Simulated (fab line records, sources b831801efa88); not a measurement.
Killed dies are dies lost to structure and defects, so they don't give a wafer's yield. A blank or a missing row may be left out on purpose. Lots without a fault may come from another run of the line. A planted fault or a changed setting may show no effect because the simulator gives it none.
Which tool did it? | flow sky130 | 14 lots, 42 wafers sampled, at 4 steps of a route of 708

WHAT THE GAUGES READ, wafer by wafer
SKY_GATE_OXIDE_OVL_MEAS_10.
lot  | measured     | on         | GATE_OXIDE_OVL (nm)
L871 | day 14 01:23 | overlay-02 | 2.0 -0.3 -0.2
L872 | day 14 05:40 | overlay-02 | -1.3 -1.8 -3.4
L873 | day 14 12:36 | overlay-01 | 0.7 -1.3 -0.7
L874 | day 15 00:50 | overlay-01 | -0.8 0.4 -2.2
L875 | day 15 13:02 | overlay-02 | 0.4 -0.3 2.2
L878 | day 16 18:25 | overlay-01 | -0.1 0.0 -1.2
L879 | day 16 22:56 | overlay-01 | 1.9 1.0 1.0
L882 | day 18 04:05 | overlay-02 | -1.8 0.1 -1.4
L883 | day 18 09:30 | overlay-02 | 1.7 0.9 1.6
L886 | day 19 12:38 | overlay-02 | 2.5 2.0 1.9
L890 | day 21 01:47 | overlay-01 | -2.2 1.1 -0.1
L891 | day 21 14:07 | overlay-02 | 0.5 -1.7 -0.5
L892 | day 21 14:23 | overlay-01 | -1.2 -2.9 -3.0
L893 | day 21 14:25 | overlay-02 | -1.5 -0.2 -1.5

SKY_POLY_GATE_OVL_MEAS_14.
lot  | measured     | on         | POLY_GATE_OVL (nm)
L871 | day 16 13:13 | overlay-02 | 14 15 6
L872 | day 16 19:07 | overlay-01 | 8 12 2
L873 | day 17 01:48 | overlay-01 | -7 -8 -5
L874 | day 17 15:13 | overlay-01 | -2 -7 1
L875 | day 18 03:20 | overlay-01 | 1 10 6
L878 | day 19 12:49 | overlay-02 | -5 -4 -3
L879 | day 19 17:30 | overlay-01 | 6 2 -3
L882 | day 20 23:30 | overlay-02 | 0 4 -5
L883 | day 21 02:55 | overlay-02 | -6 2 -1
L886 | day 22 07:03 | overlay-02 | -6 2 -1
L890 | day 23 21:00 | overlay-01 | -4 3 0
L891 | day 24 07:29 | overlay-01 | 7 7 5
L892 | day 24 08:28 | overlay-02 | -4 0 -3
L893 | day 24 10:52 | overlay-01 | -3 -3 7

SKY_POLY_GATE_THK_MEAS_21.
lot  | measured     | on            | POLY_GATE_OXIDATION_THK (nm)
L871 | day 16 15:04 | film_metro-02 | 3.88 3.97 3.98
L872 | day 16 22:41 | film_metro-04 | 3.97 4.05 4.00
L873 | day 17 06:02 | film_metro-04 | 4.21 4.05 4.10
L874 | day 17 18:43 | film_metro-04 | 4.00 4.18 4.15
L875 | day 18 07:35 | film_metro-01 | 4.03 4.04 4.03
L878 | day 19 16:07 | film_metro-02 | 3.96 3.90 3.93
L879 | day 20 00:19 | film_metro-02 | 4.09 4.10 4.00
L882 | day 21 04:13 | film_metro-04 | 4.09 4.10 4.14
L883 | day 21 06:01 | film_metro-01 | 4.07 4.04 4.02
L886 | day 22 08:43 | film_metro-01 | 4.07 4.09 4.14
L890 | day 23 23:32 | film_metro-04 | 4.08 4.08 4.01
L891 | day 24 09:10 | film_metro-04 | 4.13 4.17 4.12
L892 | day 24 10:08 | film_metro-01 | 4.07 4.07 4.12
L893 | day 24 13:26 | film_metro-04 | 3.92 4.01 3.93

WHICH TOOL RAN EACH LOT (tool, then ch and the chambers of the sampled wafers, then the start)
lot  | SKY_RES_PROTECT_DEHYDRATE_00
L871 | litho_track-02 ch 0, day 14 17:25
L872 | litho_track-04 ch 0, day 14 23:58
L873 | litho_track-04 ch 0, day 15 06:13
L874 | litho_track-01 ch 0, day 15 17:04
L875 | litho_track-02 ch 0, day 16 05:13
L878 | litho_track-02 ch 0, day 17 11:48
L879 | litho_track-04 ch 0, day 17 16:28
L882 | litho_track-02 ch 0, day 19 00:06
L883 | litho_track-02 ch 0, day 19 03:24
L886 | litho_track-04 ch 0, day 20 09:11
L890 | litho_track-04 ch 0, day 21 20:41
L891 | litho_track-02 ch 0, day 22 07:22
L892 | litho_track-04 ch 0, day 22 08:37
L893 | litho_track-02 ch 0, day 22 10:10
- SKY_RES_PROTECT_DEHYDRATE_00: time 60 s.

WHAT THE TOOLS THEMSELVES READ (means of the sampled wafers that have a number; where no wafer has one, the mark that the record gives instead)
SKY_RES_PROTECT_DEHYDRATE_00.
lot  | tool           | heater_power_total_W (W) | plate_temp_C (C)
L871 | litho_track-02 | 160.28                   | 199.91
L872 | litho_track-04 | 160.40                   | 199.84
L873 | litho_track-04 | 160.52                   | 200.10
L874 | litho_track-01 | 160.33                   | 199.75
L875 | litho_track-02 | 160.27                   | 199.99
L878 | litho_track-02 | 160.39                   | 199.83
L879 | litho_track-04 | 160.47                   | 200.02
L882 | litho_track-02 | 158.94                   | 198.59
L883 | litho_track-02 | 158.98                   | 198.75
L886 | litho_track-04 | 160.45                   | 199.96
L890 | litho_track-04 | 160.35                   | 200.12
L891 | litho_track-02 | 160.37                   | 200.09
L892 | litho_track-04 | 160.40                   | 200.12
L893 | litho_track-02 | 160.36                   | 200.11

THE ANSWER, worked out from the rows above alone
Rule: what is usual is taken from the lots themselves. Put in order of their means at a reading, lots are off if they are a third of the lots or fewer, leave a main group of 4 or more, and stand apart from it by a gap of 3 or more times the standard deviation of the main group's means; of several such gaps the widest counts. A main group whose means are all the same, to the digits that the tables above print for the reading, isn't used. A lot without any number at a reading at which 4 lots or more have one is off too. The other lots that the step has rows for count as sound. The gauges are gone through in route order, then the tools' own readings, and for those a lot's mean is taken as printed above. The first step at which some lot is off is used, and at that step the reading that is off furthest; a lot without a number counts as furthest.
Off: L882, L883, at SKY_RES_PROTECT_DEHYDRATE_00 (heater_power_total_W). The main group: mean 160.38 W, standard deviation 0.07.
A tool fits if, at that step or a process step before it, it ran every lot that is off, and no sound lot after the first of them. None of those tried fits.

WHAT THE SIMULATOR HAD PUT IN
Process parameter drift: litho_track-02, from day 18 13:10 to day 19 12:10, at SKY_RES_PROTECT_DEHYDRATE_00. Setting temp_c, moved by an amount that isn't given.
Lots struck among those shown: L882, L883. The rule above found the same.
